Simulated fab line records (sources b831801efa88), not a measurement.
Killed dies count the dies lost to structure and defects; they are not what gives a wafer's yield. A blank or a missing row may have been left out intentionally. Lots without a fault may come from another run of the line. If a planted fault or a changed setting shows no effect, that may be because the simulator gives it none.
Problem report in the 8D (eight disciplines) form, filled by code    flow sfq_line    the parts of the form that need people (team, actions taken, sign-off) are left out

## 1. THE ISSUE
Across 6 wafers from 2 lots, M4_NB_RS at SFQ_M4_RS_MEAS_924 averages 0.775 ohm/sq, while fault-free wafers read 0.884 ohm/sq with a standard deviation of 0.011. That puts it -9.9 standard deviations away from the usual mean.
The step: measures by four-point-probe.
Seen first at day 35 23:07 on film_metro-03, wafer L482.1. At this step, 42 wafers from 14 lots have a number in the record. Rule for "out", or "out of limits": more than 4 standard deviations from the usual mean. Any other wafer with a number is counted as sound.

## 2. WHAT IT IS AND WHAT IT IS NOT
question                     is                            is not
which readings at this step  M4_NB_RS                      -
which lots                   L482, L486                    L472, L473, L474, L475, L477, L484, L489, L491, L492, L493, L494, L495
which wafers of those lots   all that have a number        -
read on which gauges         film_metro-03, film_metro-04  film_metro-01
when                         from day 35 23:07             up to then (15 sound wafers); but 21 sound wafers of L484, L489, L491, L492, L493, L494, L495 came after

## 3. WHAT RULES OUT EACH SUSPECT
Counting: a tool stays on the suspect list if, at a process step up to the reading, it processed all lots that are out and no sound lot following the first of them.
- the gauge at SFQ_M4_RS_MEAS_924: ruled out. The wafers that are out were read on 2 gauges (film_metro-03, film_metro-04).
- pvd_sputter-03 at SFQ_TRILAYER_M4_DEP_SPUTTER_091 (material Nb, target thk 200 nm, time 133.3 s): kept. All lots that are out passed through it, beginning with L482 at day 35 23:01, and no sound lot followed; its final sound lot before that point was L475 at day 33 13:52. Its own readings are out on those wafers: cathode_dc_power_W.
The count leaves pvd_sputter-03 at SFQ_TRILAYER_M4_DEP_SPUTTER_091.

## 4. THE CAUSE (what the simulator had put in)
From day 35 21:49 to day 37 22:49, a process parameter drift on pvd_sputter-03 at SFQ_TRILAYER_M4_DEP_SPUTTER_091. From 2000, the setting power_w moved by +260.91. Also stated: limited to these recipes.
After counting, this tool was the only one left.

## 5. THE EFFECT CHAIN, in route order
Each row: a reading whose mean over the struck wafers that have a number lies more than 3 standard deviations from the usual. Scope: only readings with a usual standard deviation given in the record; hours: median across lots of the time from each lot's start at the first step in this table that gives one to its start at this step; sigmas: change in usual standard deviations.
hours  step                                 reading             usual         on struck wafers  change  sigmas
0      SFQ_TRILAYER_M4_DEP_SPUTTER_091      cathode_dc_power_W  2000.0 W      2260.9            +260.9  +99 or more
0      SFQ_M4_RS_MEAS_924                   M4_NB_RS            0.884 ohm/sq  0.775             -0.109  -9.9
47     SFQ_TRILAYER_M4_ETCH_METAL_ETCH_096  oes_product_au      0.897 a.u.    0.965             +0.068  +8.1
Process steps it contains:
- SFQ_TRILAYER_M4_DEP_SPUTTER_091: material Nb, target thk 200 nm, time 133.3 s.
- SFQ_TRILAYER_M4_ETCH_METAL_ETCH_096: etches Nb in Cl2/Ar, stops on SiO2, target depth 240 nm, time 120 s.

## 6. HOW IT WOULD HAVE BEEN CAUGHT EARLIER
In this record the first reading out of limits at a measuring or inspecting step was taken at day 35 23:07, 1 hour after the fault began at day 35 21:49.
At SFQ_TRILAYER_M4_DEP_SPUTTER_091, the tool's own readings (cathode_dc_power_W) were out on each struck wafer the step has a row for, so an alarm limit on them would have fired on the first such wafer.
Lots out: 2; of these, L486 started SFQ_TRILAYER_M4_DEP_SPUTTER_091 on pvd_sputter-03 after day 35 23:07. Had the tool been put on hold then, it would have been spared.
